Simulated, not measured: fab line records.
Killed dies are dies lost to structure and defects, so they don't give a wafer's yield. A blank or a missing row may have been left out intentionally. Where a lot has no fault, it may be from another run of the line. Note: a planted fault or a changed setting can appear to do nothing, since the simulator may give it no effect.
fab line records + flow sky130
[record]
- lots = 13
- wafers = 39
- last-day = 50
route steps=708 shown VT_ADJUST_NCORE@128 SD_N@349 LI_CONTACT@377
lots that met no fault: taken from a fault-free run of the same line
start-h: hours from the record's first day to the start of the lot's first wafer shown + wait-h: hours since the lot's step before + " as in the row above + L1.1+2: a single row standing in for several wafers + - no value, or no start was given + * or withheld: withheld + < > ~ a bound
route shown NAME@n: names a module that has steps shown in the file, with the first one's number in the route + usual: mean/standard deviation of fault-free wafers + same: alike in all rows + chamber/n: place in a boat + sites: the reading at each site + _std_site: the values' standard deviation + _edge_site: outer sites' mean less inner sites' + radius-mm: for every site, how far away it sits from the centre of the wafer + mask NAME#n: copy n + behind: tool/chamber where the wafer was last shaped + hold: why the lot was held/for how many hours/how that ended + device: the transistor (n, p or np) that didn't switch + end of line: at the end of the route, the tests of the same wafers + a step given without rows: its recipe and nothing more + killed: the dies lost at the first sort to structure and to defects; this is not the yield of the wafer + map: the dies of a wafer, with x for killed, . for not killed, _ for no die there
set.NAME: the run value of the setting; set.NAME@STEP: its run value at that earlier step + model.NAME: the simulator's own value behind a step, which no gauge read
a sample of lots followed through the steps of the route, with each step as a table and each wafer as a row
services: a tool's chamber out of use, with start hour (start-h, from the record's first day; less than 0 if before it), hours out, and reason
[[steps]]
[step SKY_VT_ADJUST_NCORE_IMPLANT_09]
[recipe]
- species = B
- energy-kev = 10
- dose-cm2 = 2.4e+12
- tilt-deg = withheld
[usual]
- beam-energy-keV = 10.000/0.0034
| lot.wafer | tool         | chamber | start-h | wait-h | beam-energy-keV |
|-----------|--------------|---------|---------|--------|-----------------|
| L604.1    | implanter-02 | 0       | 180.72  | 0.0    | 9.996           |
| L604.4    | "            | 0       | "       | "      | 10.000          |
| L604.6    | "            | 0       | "       | "      | 9.994           |
| L605.3    | implanter-03 | 0       | 188.84  | 0.1    | 9.999           |
| L605.5    | "            | 0       | "       | "      | 10.004          |
| L605.6    | "            | 0       | "       | "      | 10.002          |
| L606.1    | implanter-02 | 0       | 196.67  | 0.0    | 10.002          |
| L606.2    | "            | 0       | "       | "      | 9.996           |
| L606.4    | "            | 0       | "       | "      | 10.000          |
| L607.1    | implanter-02 | 0       | 203.98  | 0.0    | 10.004          |
| L607.4    | "            | 0       | "       | "      | 10.004          |
| L607.5    | "            | 0       | "       | "      | 10.003          |
| L609.1    | implanter-02 | 0       | 217.08  | 0.0    | 10.000          |
| L609.3    | "            | 0       | "       | "      | 10.000          |
| L609.4    | "            | 0       | "       | "      | 10.001          |
| L610.1    | implanter-02 | 0       | 224.17  | 0.0    | 10.006          |
| L610.5    | "            | 0       | "       | "      | 10.004          |
| L610.6    | "            | 0       | "       | "      | 10.005          |
| L611.1    | implanter-02 | 0       | 231.38  | 0.0    | 10.000          |
| L611.3    | "            | 0       | "       | "      | 9.999           |
| L611.5    | "            | 0       | "       | "      | 10.001          |
| L613.1    | implanter-03 | 0       | 241.74  | 0.0    | 10.000          |
| L613.3    | "            | 0       | "       | "      | 10.001          |
| L613.6    | "            | 0       | "       | "      | 9.997           |
| L615.1    | implanter-03 | 0       | 257.98  | 0.0    | 10.007          |
| L615.2    | "            | 0       | "       | "      | 9.999           |
| L615.4    | "            | 0       | "       | "      | 10.004          |
| L616.2    | implanter-02 | 0       | 264.05  | 0.0    | 9.998           |
| L616.3    | "            | 0       | "       | "      | 10.000          |
| L616.5    | "            | 0       | "       | "      | 9.995           |
| L621.4    | implanter-04 | 0       | 302.30  | 0.1    | 10.002          |
| L621.5    | "            | 0       | "       | "      | 10.003          |
| L621.6    | "            | 0       | "       | "      | 10.002          |
| L625.2    | implanter-03 | 0       | 324.92  | 0.0    | 14.245          |
| L625.3    | "            | 0       | "       | "      | 14.248          |
| L625.4    | "            | 0       | "       | "      | 14.243          |
| L626.3    | implanter-03 | 0       | 336.43  | 0.1    | 14.250          |
| L626.4    | "            | 0       | "       | "      | 14.249          |
| L626.5    | "            | 0       | "       | "      | 14.247          |
[step SKY_VT_ADJUST_NCORE_TW_MEAS_11]
[usual]
- VT_ADJUST_NCORE_TW = 219.4/1.8
| lot.wafer | tool          | chamber | start-h | wait-h | VT_ADJUST_NCORE_TW |
|-----------|---------------|---------|---------|--------|--------------------|
| L604.1    | film-metro-01 | -       | 180.97  | 0.1    | 219.9              |
| L604.4    | "             | -       | "       | "      | 221.3              |
| L604.6    | "             | -       | "       | "      | 221.5              |
| L605.3    | film-metro-02 | -       | 189.06  | 0.1    | 221.5              |
| L605.5    | "             | -       | "       | "      | 221.9              |
| L605.6    | "             | -       | "       | "      | 220.4              |
| L606.1    | film-metro-01 | -       | 196.92  | 0.1    | 220.0              |
| L606.2    | "             | -       | "       | "      | 221.1              |
| L606.4    | "             | -       | "       | "      | 221.5              |
| L607.1    | film-metro-01 | -       | 204.23  | 0.1    | 220.7              |
| L607.4    | "             | -       | "       | "      | 220.1              |
| L607.5    | "             | -       | "       | "      | 219.1              |
| L609.1    | film-metro-02 | -       | 217.33  | 0.1    | 219.0              |
| L609.3    | "             | -       | "       | "      | 219.5              |
| L609.4    | "             | -       | "       | "      | 220.0              |
| L610.1    | film-metro-02 | -       | 224.42  | 0.1    | 219.7              |
| L610.5    | "             | -       | "       | "      | 220.0              |
| L610.6    | "             | -       | "       | "      | 219.2              |
| L611.1    | film-metro-04 | -       | 231.63  | 0.1    | 217.3              |
| L611.3    | "             | -       | "       | "      | 218.8              |
| L611.5    | "             | -       | "       | "      | 217.4              |
| L613.1    | film-metro-01 | -       | 241.99  | 0.1    | 221.6              |
| L613.3    | "             | -       | "       | "      | 221.3              |
| L613.6    | "             | -       | "       | "      | 220.4              |
| L615.1    | film-metro-02 | -       | 258.23  | 0.1    | 218.7              |
| L615.2    | "             | -       | "       | "      | 217.7              |
| L615.4    | "             | -       | "       | "      | 218.5              |
| L616.2    | film-metro-01 | -       | 264.28  | 0.1    | 220.8              |
| L616.3    | "             | -       | "       | "      | 220.8              |
| L616.5    | "             | -       | "       | "      | 221.1              |
| L621.4    | film-metro-02 | -       | 302.51  | 0.1    | 217.1              |
| L621.5    | "             | -       | "       | "      | 218.9              |
| L621.6    | "             | -       | "       | "      | 218.3              |
| L625.2    | film-metro-01 | -       | 325.15  | 0.1    | 238.3              |
| L625.3    | "             | -       | "       | "      | 236.2              |
| L625.4    | "             | -       | "       | "      | 237.2              |
| L626.3    | film-metro-04 | -       | 336.65  | 0.1    | 235.9              |
| L626.4    | "             | -       | "       | "      | 235.6              |
| L626.5    | "             | -       | "       | "      | 235.4              |
[step SKY_SD_N_CD_MEAS_07]
[recipe]
- target-cd-nm = 380
[usual]
- cd-nm = 380.5/2.4
| lot.wafer | tool      | chamber | start-h | wait-h | cd-nm |
|-----------|-----------|---------|---------|--------|-------|
| L604.1    | cd-sem-01 | -       | 640.82  | 0.1    | 379.3 |
| L604.4    | "         | -       | "       | "      | 379.4 |
| L604.6    | "         | -       | "       | "      | 380.3 |
| L605.3    | cd-sem-01 | -       | 652.17  | 0.1    | 379.9 |
| L605.5    | "         | -       | "       | "      | 378.7 |
| L605.6    | "         | -       | "       | "      | 380.2 |
| L606.1    | cd-sem-02 | -       | 662.73  | 0.1    | 377.9 |
| L606.2    | "         | -       | "       | "      | 376.8 |
| L606.4    | "         | -       | "       | "      | 377.8 |
| L607.1    | cd-sem-02 | -       | 669.18  | 0.1    | 383.4 |
| L607.4    | "         | -       | "       | "      | 383.3 |
| L607.5    | "         | -       | "       | "      | 382.6 |
| L609.1    | cd-sem-02 | -       | 689.58  | 0.1    | 378.0 |
| L609.3    | "         | -       | "       | "      | 379.9 |
| L609.4    | "         | -       | "       | "      | 378.3 |
| L610.1    | cd-sem-02 | -       | 691.17  | 0.1    | 378.3 |
| L610.5    | "         | -       | "       | "      | 381.5 |
| L610.6    | "         | -       | "       | "      | 379.7 |
| L611.1    | cd-sem-02 | -       | 700.57  | 0.1    | 381.0 |
| L611.3    | "         | -       | "       | "      | 383.2 |
| L611.5    | "         | -       | "       | "      | 383.7 |
| L613.1    | cd-sem-01 | -       | 717.92  | 0.1    | 373.6 |
| L613.3    | "         | -       | "       | "      | 379.6 |
| L613.6    | "         | -       | "       | "      | 378.9 |
| L615.1    | cd-sem-02 | -       | 736.62  | 0.1    | 381.5 |
| L615.2    | "         | -       | "       | "      | 379.6 |
| L615.4    | "         | -       | "       | "      | 379.2 |
| L616.2    | cd-sem-01 | -       | 746.19  | 0.1    | 381.9 |
| L616.3    | "         | -       | "       | "      | 382.8 |
| L616.5    | "         | -       | "       | "      | 379.3 |
| L621.4    | cd-sem-02 | -       | 781.48  | 0.1    | 384.4 |
| L621.5    | "         | -       | "       | "      | 385.1 |
| L621.6    | "         | -       | "       | "      | 384.8 |
| L625.2    | cd-sem-01 | -       | 806.49  | 0.1    | 379.9 |
| L625.3    | "         | -       | "       | "      | 379.6 |
| L625.4    | "         | -       | "       | "      | 379.9 |
| L626.3    | cd-sem-02 | -       | 816.36  | 0.1    | 379.2 |
| L626.4    | "         | -       | "       | "      | 380.5 |
| L626.5    | "         | -       | "       | "      | 380.6 |
[step SKY_SD_N_OVL_MEAS_08]
[usual]
- SD_N_OVL = 0.3/1.2
| lot.wafer | tool       | chamber | start-h | wait-h | SD_N_OVL[nm] |
|-----------|------------|---------|---------|--------|--------------|
| L604.1    | overlay-01 | -       | 640.94  | 0.1    | -1.9         |
| L604.4    | "          | -       | "       | "      | -2.2         |
| L604.6    | "          | -       | "       | "      | 0.3          |
| L605.3    | overlay-01 | -       | 652.27  | 0.1    | 0.9          |
| L605.5    | "          | -       | "       | "      | -0.5         |
| L605.6    | "          | -       | "       | "      | -0.6         |
| L606.1    | overlay-02 | -       | 662.85  | 0.1    | 0.6          |
| L606.2    | "          | -       | "       | "      | 0.7          |
| L606.4    | "          | -       | "       | "      | 0.3          |
| L607.1    | overlay-02 | -       | 669.30  | 0.1    | 0.4          |
| L607.4    | "          | -       | "       | "      | -1.4         |
| L607.5    | "          | -       | "       | "      | -0.8         |
| L609.1    | overlay-01 | -       | 689.70  | 0.1    | -0.6         |
| L609.3    | "          | -       | "       | "      | -1.3         |
| L609.4    | "          | -       | "       | "      | -1.5         |
| L610.1    | overlay-01 | -       | 691.29  | 0.1    | 0.4          |
| L610.5    | "          | -       | "       | "      | -0.5         |
| L610.6    | "          | -       | "       | "      | 0.6          |
| L611.1    | overlay-01 | -       | 700.69  | 0.1    | -0.5         |
| L611.3    | "          | -       | "       | "      | 0.1          |
| L611.5    | "          | -       | "       | "      | -0.3         |
| L613.1    | overlay-02 | -       | 718.04  | 0.1    | 1.7          |
| L613.3    | "          | -       | "       | "      | -0.2         |
| L613.6    | "          | -       | "       | "      | 1.2          |
| L615.1    | overlay-01 | -       | 736.74  | 0.1    | 1.6          |
| L615.2    | "          | -       | "       | "      | -0.3         |
| L615.4    | "          | -       | "       | "      | 1.6          |
| L616.2    | overlay-02 | -       | 746.29  | 0.1    | 1.5          |
| L616.3    | "          | -       | "       | "      | 1.9          |
| L616.5    | "          | -       | "       | "      | 2.7          |
| L621.4    | overlay-01 | -       | 781.55  | 0.1    | 0.5          |
| L621.5    | "          | -       | "       | "      | 0.9          |
| L621.6    | "          | -       | "       | "      | 0.8          |
| L625.2    | overlay-02 | -       | 806.59  | 0.1    | -0.8         |
| L625.3    | "          | -       | "       | "      | 0.0          |
| L625.4    | "          | -       | "       | "      | -1.2         |
| L626.3    | overlay-02 | -       | 816.45  | 0.1    | 1.0          |
| L626.4    | "          | -       | "       | "      | 0.9          |
| L626.5    | "          | -       | "       | "      | 0.3          |
[step SKY_LI_CONTACT_ETCH_15]
[recipe]
- target = PSG
- chemistry = C4F8/O2/Ar
- stop-on = Si
- taper-deg = 4.15
- mask-material = KrF-thick
- source-w = 1500
- bias-w = 1200
- pressure-mtorr = 40
- c4f8-flow-sccm = withheld
- O2_flow_sccm = 6
- Ar_flow_sccm = 300
- time-s = withheld
- target-depth-a = 6000
[usual]
- oes-product-au = 0.837/0.0043
| lot.wafer | tool        | chamber | start-h | wait-h | oes-product-au |
|-----------|-------------|---------|---------|--------|----------------|
| L604.1    | rie-diel-04 | 1       | 670.79  | 0.0    | 0.839          |
| L604.4    | "           | 3       | "       | "      | 0.826          |
| L604.6    | "           | 0       | "       | "      | 0.847          |
| L605.3    | rie-diel-04 | 3       | 682.21  | 0.0    | 0.832          |
| L605.5    | "           | 1       | "       | "      | 0.832          |
| L605.6    | "           | 2       | "       | "      | 0.834          |
| L606.1    | rie-diel-01 | 1       | 692.76  | 0.0    | 0.843          |
| L606.2    | "           | 3       | "       | "      | 0.836          |
| L606.4    | "           | 0       | "       | "      | 0.835          |
| L607.1    | rie-diel-04 | 2       | 699.46  | 0.0    | 0.833          |
| L607.4    | "           | 3       | "       | "      | 0.842          |
| L607.5    | "           | 0       | "       | "      | 0.839          |
| L609.1    | rie-diel-04 | 3       | 718.91  | 0.0    | 0.838          |
| L609.3    | "           | 2       | "       | "      | 0.835          |
| L609.4    | "           | 1       | "       | "      | 0.838          |
| L610.1    | rie-diel-02 | 2       | 721.01  | 0.0    | 0.839          |
| L610.5    | "           | 2       | "       | "      | 0.835          |
| L610.6    | "           | 3       | "       | "      | 0.834          |
| L611.1    | rie-diel-04 | 1       | 730.41  | 0.0    | 0.827          |
| L611.3    | "           | 0       | "       | "      | 0.840          |
| L611.5    | "           | 2       | "       | "      | 0.831          |
| L613.1    | rie-diel-02 | 0       | 747.32  | 0.0    | 0.849          |
| L613.3    | "           | 3       | "       | "      | 0.838          |
| L613.6    | "           | 3       | "       | "      | 0.835          |
| L615.1    | rie-diel-01 | 3       | 764.92  | 0.0    | 0.836          |
| L615.2    | "           | 2       | "       | "      | 0.834          |
| L615.4    | "           | 1       | "       | "      | 0.837          |
| L616.2    | rie-diel-01 | 1       | 774.62  | 0.0    | 0.837          |
| L616.3    | "           | 0       | "       | "      | 0.836          |
| L616.5    | "           | 3       | "       | "      | 0.845          |
| L621.4    | rie-diel-02 | 0       | 807.86  | 0.0    | 0.839          |
| L621.5    | "           | 2       | "       | "      | 0.836          |
| L621.6    | "           | 3       | "       | "      | 0.831          |
| L625.2    | rie-diel-04 | 0       | 834.61  | 0.0    | 0.842          |
| L625.3    | "           | 2       | "       | "      | 0.845          |
| L625.4    | "           | 1       | "       | "      | 0.837          |
| L626.3    | rie-diel-02 | 1       | 844.61  | 0.0    | 0.842          |
| L626.4    | "           | 2       | "       | "      | 0.838          |
| L626.5    | "           | 3       | "       | "      | 0.836          |
[[services]]
| tool         | chamber | start-h | hours | kind   |
|--------------|---------|---------|-------|--------|
| implanter-02 | -       | 253.37  | 0.8   | repair |
| implanter-02 | -       | 278.65  | 0.7   | repair |
| rie-diel-04  | 3       | 302.70  | 7.1   | repair |
| rie-diel-04  | 0       | 318.80  | 5.8   | repair |
| rie-diel-04  | -       | 341.59  | 1.3   | repair |
| rie-diel-04  | -       | 367.42  | 1.1   | repair |
| implanter-02 | -       | 376.86  | 2.0   | pm     |
| rie-diel-04  | 0       | 394.53  | 5.5   | repair |
| implanter-02 | -       | 403.15  | 2.8   | repair |
| implanter-02 | -       | 404.96  | 1.2   | repair |
| rie-diel-04  | 1       | 424.37  | 3.4   | repair |
| rie-diel-04  | 1       | 433.87  | 4.6   | repair |
| rie-diel-04  | 2       | 434.32  | 3.5   | repair |
| rie-diel-04  | -       | 515.70  | 2.8   | pm     |
| rie-diel-04  | 2       | 527.51  | 5.9   | repair |
| implanter-02 | -       | 569.95  | 3.3   | pm     |
| rie-diel-04  | 3       | 583.26  | 10.2  | repair |
| implanter-02 | -       | 602.05  | 3.6   | repair |
| rie-diel-04  | 2       | 602.79  | 2.9   | repair |
| implanter-02 | -       | 767.71  | 2.3   | repair |
| implanter-02 | -       | 794.54  | 8.9   | pm     |
| implanter-02 | -       | 821.96  | 2.9   | repair |
| implanter-02 | -       | 837.74  | 1.7   | repair |
| implanter-02 | -       | 839.72  | 0.5   | repair |
[[key]]
[first-sign]
- step = SKY_VT_ADJUST_NCORE_IMPLANT_09
- reading = beam-energy-keV
- direction = up
- sigmas = 99+
- usual = *
- struck = *
[effect]
- step = SKY_VT_ADJUST_NCORE_TW_MEAS_11
- reading = VT_ADJUST_NCORE_TW
- direction = up
- sigmas = 9.6
- usual = 219.4
- struck = 236.4
met-at SKY_VT_ADJUST_NCORE_IMPLANT_09
struck-lots L625,L626
tester-left-out L625,L626
not-acting-at SKY_SD_N_CD_MEAS_07,SKY_SD_N_OVL_MEAS_08,SKY_LI_CONTACT_ETCH_15
onset-between 257.98 324.92
[fault]
- kind = process-parameter-drift
- tool = implanter-03
- chamber = -
- onset-h = 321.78
- steps = SKY_VT_ADJUST_NCORE_IMPLANT_09
- channel = energy-kev
- offset = *
- shape = step
- end-h = 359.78
- acts-in = *
- stated = *
// tester-left-out: of these lots the tester's yield and bins aren't shown, on N5 and GAA mostly nor the transistor test; their killed dies are dies lost to structure and defects alone, not to doping, threshold or leakage, so they don't give the yield
